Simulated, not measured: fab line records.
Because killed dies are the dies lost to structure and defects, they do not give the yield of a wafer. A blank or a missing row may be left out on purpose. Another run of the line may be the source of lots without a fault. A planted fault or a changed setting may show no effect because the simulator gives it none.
Matching of chambers    flow sky130    3 sister chambers for SKY_CONTACT_CVD_00 on pecvd-03
The step deposits Si3N4, target thk 75 nm. 3 wafers are shown with their chamber, then 10 later ones without.

WAFERS, EACH WITH ITS CHAMBER
wafer   chamber  heater power w (W)
L081.6  1        697
L088.2  2        623
L088.3  0        913

WAFERS MISSING THEIR CHAMBER
wafer   heater power w (W)
L088.6  822
L092.1  836
L092.4  684
L092.6  878
L095.4  673
L095.5  775
L095.6  718
L097.2  832
L097.3  719
L097.6  725

WHICH CHAMBER EACH ONE RAN IN
wafer   from the rows above           in truth
L088.6  can't be placed: 0 or 1 or 2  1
L092.1  can't be placed: 0 or 1       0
L092.4  can't be placed: 1 or 2       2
L092.6  0                             0
L095.4  can't be placed: 1 or 2       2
L095.5  can't be placed: 1 or 0 or 2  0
L095.6  can't be placed: 1 or 2       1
L097.2  can't be placed: 0 or 1       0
L097.3  can't be placed: 1 or 2       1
L097.6  can't be placed: 1 or 2       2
1 of 10 placed correctly. Not placeable from these rows: 9 (in 9, the candidates include the true chamber). Wrongly placed: 0.
How it was worked out, from the rows above alone: a wafer's distance from a chamber is the root of the sum, over the readings, of the square of ((its reading less the chamber's mean) divided by the reading's scatter). The wafer belongs to the nearest chamber; if the next one is less than 2 further off, it can't be placed. For every chamber, the mean is computed from those of its wafers that are shown. The scatter: with one shown wafer a chamber, the root of the mean of the squares of how far each hidden wafer lies from its nearest shown one.
